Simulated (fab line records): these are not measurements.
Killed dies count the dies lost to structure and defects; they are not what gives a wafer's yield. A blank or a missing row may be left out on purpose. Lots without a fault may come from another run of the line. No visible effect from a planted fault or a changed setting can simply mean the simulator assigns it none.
Struck lot and sound lot, side by side :: flow sky130 :: 19 out of 708 route steps
Sound: wafers L508.1, L508.3, L508.5. Wafers struck: L521.1, L521.2, L521.5. The cause is given at the end.
Per side, at each step with rows, come the tool, then ch with its chambers, and then its first start. Under that, the readings that differ: sound wafers :: struck wafers :: difference of the means :: sigmas: that difference in standard deviations of wafers without a fault.
alike: readings whose means differ by less than 2 such deviations, and words and numbers that are the same on both sides. not compared: withheld readings, readings that some wafer has no value for, bounds like >300 that may hide the same value, and numbers for which the record gives no deviation and whose values overlap.
A row with sigmas, a row that says differs or no value, or rows on one side alone: a step with any of these is where the two part. Numbers that have no deviation but don't overlap get no sigmas and don't part them. Lack of a reading on every wafer of one side parts them only where that side has two or more wafers.

first, 1 step without rows for these wafers: SKY_FIELD_ISO_ANNEAL_26 (time 1800 s).
SKY_FIELD_ISO_CMP_27: polishes, stops on Si3N4, t overpolish 16 s, target thk 457.8 nm.
  sound on cmp-01 ch 1,3, day 2 16:33; struck on cmp-01 ch 2,3, day 5 10:06
  alike: edgeZonePressureFrac, motorCurrentA, overpolishRunS, timeToEndpointS
then, 5 steps without rows for these wafers: SKY_FIELD_ISO_WET_ETCH_28 (etches SiO2 in dHF, target depth 23.7 nm, time 47 s); SKY_FIELD_ISO_WET_ETCH_29 (etches Si3N4 in H3PO4, target depth 160 nm, time 1825 s); SKY_FIELD_ISO_WET_ETCH_30 (etches SiO2 in dHF, target depth 25 nm, time 50 s); SKY_NWELL_CLEAN_00 (cleans in SC1/SC2, time 150 s); SKY_NWELL_OXIDATION_01 (stabilise 600 s, purge 300 s, target thk 10 nm).
SKY_NWELL_THK_MEAS_02:
  sound on filmMetro-01, day 2 19:28; struck on filmMetro-02, day 5 12:55
  alike: NWELL_OXIDATION_THK
then, 4 steps without rows for these wafers: SKY_DNWELL_DEHYDRATE_00 (time 60 s); SKY_DNWELL_HMDS_01 (prime time 60 s); SKY_DNWELL_COAT_02 (resist thk 3000 nm); SKY_DNWELL_SOFTBAKE_03.
SKY_DNWELL_EXPOSE_04: exposes mask DNM, target cd 3000 nm.
  sound on ilineStepper-02 ch 0, day 3 02:51; struck on ilineStepper-01, day 5 22:19
  no value came back on the struck wafers for exposureDoseMJCm2, focusOffsetNm (nm); on the sound wafers exposureDoseMJCm2 reads 221.96 222.09 222.07
  alike: mask
then, 3 steps without rows for these wafers: SKY_DNWELL_PEB_05; SKY_DNWELL_DEVELOP_06 (develop time 60 s); SKY_DNWELL_IMPLANT_07.
SKY_DNWELL_STRIP_08: strips in O2/N2.
  sound on plasmaAsher-04 ch 0,1, day 3 11:14; struck on plasmaAsher-03 ch 0,1, day 6 07:08
reading: drypumpMotorCurrentA (A)
sound: 6.08 6.08 6.22
struck: 5.60 5.52 5.54
difference: -0.57
sigmas: -2
  alike: oesProductAu, stripTimeToEndpointS
  not compared: rfHoursCounterH
SKY_DNWELL_TW_MEAS_09:
  sound on filmMetro-02, day 3 11:20; struck on filmMetro-04, day 6 07:14
reading: DNWELL_TW
sound: 1135 1138 1143
struck: 30 30 30
difference: -1109
sigmas: -65
then, 1 step without rows for these wafers: SKY_PWDE_DEHYDRATE_00 (time 60 s).

== WHERE THEY PART ==
At SKY_DNWELL_EXPOSE_04 first; at SKY_DNWELL_TW_MEAS_09 last (within this record only).

WHY: what had been put in by the simulator
Skipped step whole: ilineStepper-01, from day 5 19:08 on, at SKY_DNWELL_EXPOSE_04. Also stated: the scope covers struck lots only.
